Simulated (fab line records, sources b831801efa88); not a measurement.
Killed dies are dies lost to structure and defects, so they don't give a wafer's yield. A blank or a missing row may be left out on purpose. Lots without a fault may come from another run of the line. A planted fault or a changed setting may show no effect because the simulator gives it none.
Chamber matching | flow sky130 | SKY_VIA3_ETCH_15 on rie_diel-03: 4 sister chambers
The step etches SiO2 in C4F8/O2/Ar, stops on TiN, target depth 507 nm, time 78 s. 8 wafers are shown with their chamber, then 9 later ones without.

WAFERS WITH THEIR CHAMBER
wafer  | chamber | oes_product_au (a.u.)
L079.6 | 0       | 0.940
L080.5 | 3       | 0.955
L083.3 | 0       | 0.943
L083.4 | 2       | 0.939
L083.5 | 1       | 0.948
L086.1 | 3       | 0.942
L086.2 | 1       | 0.938
L086.3 | 2       | 0.944

WAFERS WITHOUT THEIR CHAMBER
wafer  | oes_product_au (a.u.)
L086.4 | 0.940
L086.5 | 0.955
L086.6 | 0.945
L090.1 | 0.945
L090.2 | 0.951
L090.5 | 0.942
L096.2 | 0.945
L096.3 | 0.945
L096.5 | 0.949

WHICH CHAMBER EACH WENT THROUGH
wafer  | from the rows above               | in truth
L086.4 | can't be placed: 0 or 2 or 1 or 3 | 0
L086.5 | can't be placed: 3 or 1 or 0 or 2 | 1
L086.6 | can't be placed: 1 or 0 or 2 or 3 | 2
L090.1 | can't be placed: 1 or 0 or 2 or 3 | 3
L090.2 | can't be placed: 3 or 1 or 0 or 2 | 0
L090.5 | can't be placed: 0 or 2 or 1 or 3 | 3
L096.2 | can't be placed: 1 or 0 or 2 or 3 | 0
L096.3 | can't be placed: 1 or 0 or 2 or 3 | 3
L096.5 | can't be placed: 3 or 1 or 0 or 2 | 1
Placed correctly: 0 of 9. Can't be placed from these rows: 9 (the true chamber is among the candidates in 9). Placed wrongly: 0.
How it was worked out, from the rows above alone: a wafer's distance from a chamber is the root of the sum, over the readings, of the square of ((its reading less the chamber's mean) divided by the reading's scatter). The wafer belongs to the nearest chamber; if the next one is less than 2 further off, it can't be placed. A chamber's mean is the mean of its shown wafers. The scatter: the root of (the sum of the squares of (reading less its chamber's mean) over the shown wafers, divided by (wafers less chambers)).
